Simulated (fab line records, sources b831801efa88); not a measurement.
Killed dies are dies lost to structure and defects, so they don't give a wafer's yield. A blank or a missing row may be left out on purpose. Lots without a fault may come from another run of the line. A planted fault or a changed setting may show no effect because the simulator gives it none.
One fault seen from 2 desks | flow gf180mcu | each desk has only its own numbers; what lay behind them comes last

THE TOOL OWNER'S DESK: cvd_w-02
The tool's own readings at GF_CONTACT_CVD_24 (deposits W, target thk 300 nm, time 90.339 s): means of the sampled wafers that have a number, for each lot that ran on this tool. A lot is out of limits, marked OUT, if its mean lies more than 4 standard deviations from the usual mean; the brackets give that distance.
Columns: A = heater_power_w at GF_CONTACT_CVD_24, usual 843 W; B = susceptor_temp_C at GF_CONTACT_CVD_24, usual 400.01 C
lot  | first seen here | A   | B
L781 | day 16 21:39    | 835 | 400.03
L783 | day 17 15:15    | 852 | 400.14
L784 | day 17 21:46    | 841 | 399.82
L785 | day 18 04:59    | 824 | 399.98
L795 | day 22 01:40    | 780 | 384.19 (-75) OUT
L796 | day 22 08:55    | 804 | 392.01 (-38) OUT
This desk's finding: out of limits on L795, L796; first on L795, day 22 01:40 (susceptor_temp_C at GF_CONTACT_CVD_24). In limits: L781, L783, L784, L785.

THE METROLOGY DESK
What the gauges read, lot by lot, whatever tool the lot ran on: means of the sampled wafers that have a number. A lot is out of limits, marked OUT, if its mean lies more than 4 standard deviations from the usual mean; the brackets give that distance.
Columns: A = NSD_OVL at GF_NSD_OVL_MEAS_08, usual 0.9 nm; B = SALICIDE_TIN_THK at GF_SALICIDE_THK_MEAS_05, usual 19.9 nm; C = CONTACT_W_RS at GF_CONTACT_RS_MEAS_25, usual 0.385 ohm/sq; D = CONTACT_W_THK at GF_CONTACT_THK_MEAS_26, usual 296 nm
lot  | first seen here | A    | B    | C               | D
L779 | day 13 08:44    | 2.9  | 19.9 | 0.388           | 290
L780 | day 13 14:42    | 1.2  | 19.9 | 0.384           | 294
L781 | day 14 01:56    | 1.5  | 19.8 | 0.383           | 295
L782 | day 14 05:25    | 0.0  | 20.5 | 0.382           | 295
L783 | day 14 17:52    | -0.1 | 19.8 | 0.379           | 297
L784 | day 14 23:31    | 1.6  | 19.5 | 0.384           | 296
L785 | day 15 06:15    | 1.1  | 20.0 | 0.382           | 304
L795 | day 18 21:56    | -1.3 | 19.8 | 0.524 (+30) OUT | 231 (-13) OUT
L796 | day 19 05:33    | 2.1  | 20.4 | 0.463 (+17) OUT | 255 (-8.0) OUT
L798 | day 19 21:38    | -0.5 | 19.9 | 0.377           | 297
L801 | day 20 17:40    | 0.9  | 20.0 | 0.381           | 302
L802 | day 21 10:09    | -1.5 | 19.8 | 0.382           | 303
This desk's finding: out of limits on L795, L796; first on L795, day 22 01:46 (CONTACT_W_RS at GF_CONTACT_RS_MEAS_25). In limits: L779, L780, L781, L782, L783, L784, L785, L798, L801, L802.

PUT TOGETHER
The tool owner's desk could have raised an alarm at day 22 01:40, on L795, L796.
The metrology desk could have raised an alarm at day 22 01:46, on L795, L796.
Of the lots named, all ran GF_CONTACT_CVD_24 on cvd_w-02.

WHAT THE SIMULATOR HAD PUT IN
Process parameter drift: cvd_w-02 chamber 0, from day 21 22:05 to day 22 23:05, at GF_CONTACT_CVD_24. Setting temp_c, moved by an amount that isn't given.
Lots struck among those shown: L795, L796.
Hours from the fault's start to each desk's first reading out of limits: the tool owner's desk, 4; the metrology desk, 4.
